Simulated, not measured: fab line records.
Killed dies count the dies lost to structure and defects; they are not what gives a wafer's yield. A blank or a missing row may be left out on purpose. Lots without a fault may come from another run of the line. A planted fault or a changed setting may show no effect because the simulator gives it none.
Matching of chambers :: flow sky130 :: SKY_CONTACT_CMP_27 on cmp-02: 4 sister chambers
The step polishes, stops on SiO2, t overpolish 15 s, target thk 0 nm. 8 wafers are shown with their chamber, then 9 later ones without.

== WAFERS WITH THEIR CHAMBER ==
wafer: L218.5
chamber: 2
motor current A (A): 11.3
time to endpoint s (s): 81

wafer: L221.6
chamber: 2
motor current A (A): 12.1
time to endpoint s (s): 84

wafer: L223.2
chamber: 1
motor current A (A): 12.7
time to endpoint s (s): 84

wafer: L223.4
chamber: 3
motor current A (A): 10.7
time to endpoint s (s): 81

wafer: L223.6
chamber: 1
motor current A (A): 12.5
time to endpoint s (s): 77

wafer: L224.3
chamber: 3
motor current A (A): 10.5
time to endpoint s (s): 81

wafer: L224.4
chamber: 0
motor current A (A): 10.9
time to endpoint s (s): 84

wafer: L224.6
chamber: 0
motor current A (A): 10.2
time to endpoint s (s): 85

== WAFERS WITHOUT THEIR CHAMBER ==
wafer: L228.2
motor current A (A): 10.3
time to endpoint s (s): 82

wafer: L228.4
motor current A (A): 10.2
time to endpoint s (s): 80

wafer: L228.5
motor current A (A): 11.2
time to endpoint s (s): 80

wafer: L232.2
motor current A (A): 11.7
time to endpoint s (s): 80

wafer: L232.3
motor current A (A): 11.3
time to endpoint s (s): 77

wafer: L232.5
motor current A (A): 10.8
time to endpoint s (s): 80

wafer: L236.2
motor current A (A): 12.2
time to endpoint s (s): 80

wafer: L236.4
motor current A (A): 10.6
time to endpoint s (s): 84

wafer: L236.5
motor current A (A): 11.7
time to endpoint s (s): 83

== WHICH CHAMBER EACH ONE RAN IN ==
wafer: L228.2
from the rows above: can't be placed: 3 or 0
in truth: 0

wafer: L228.4
from the rows above: can't be placed: 3 or 0
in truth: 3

wafer: L228.5
from the rows above: can't be placed: 2 or 3 or 0
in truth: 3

wafer: L232.2
from the rows above: can't be placed: 2 or 1 or 3
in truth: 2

wafer: L232.3
from the rows above: can't be placed: 2 or 3 or 0 or 1
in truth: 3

wafer: L232.5
from the rows above: can't be placed: 3 or 0 or 2
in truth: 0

wafer: L236.2
from the rows above: can't be placed: 1 or 2
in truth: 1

wafer: L236.4
from the rows above: can't be placed: 0 or 3
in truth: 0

wafer: L236.5
from the rows above: 2
in truth: 2
1 of 9 placed correctly. Can't be placed from these rows: 8 (the true chamber is among the candidates in 8). Wrongly placed: 0.
How it was worked out, from the rows above alone: a wafer's distance from a chamber is the root of the sum, over the readings, of the square of ((its reading less the chamber's mean) divided by the reading's scatter). The wafer belongs to the nearest chamber; if the next one is less than 2 further off, it can't be placed. The mean given for a chamber averages the wafers shown for that chamber. How the scatter is found: for the shown wafers, subtract from each reading the mean of its chamber, square and add these, divide the total by (wafers less chambers), then take the root.
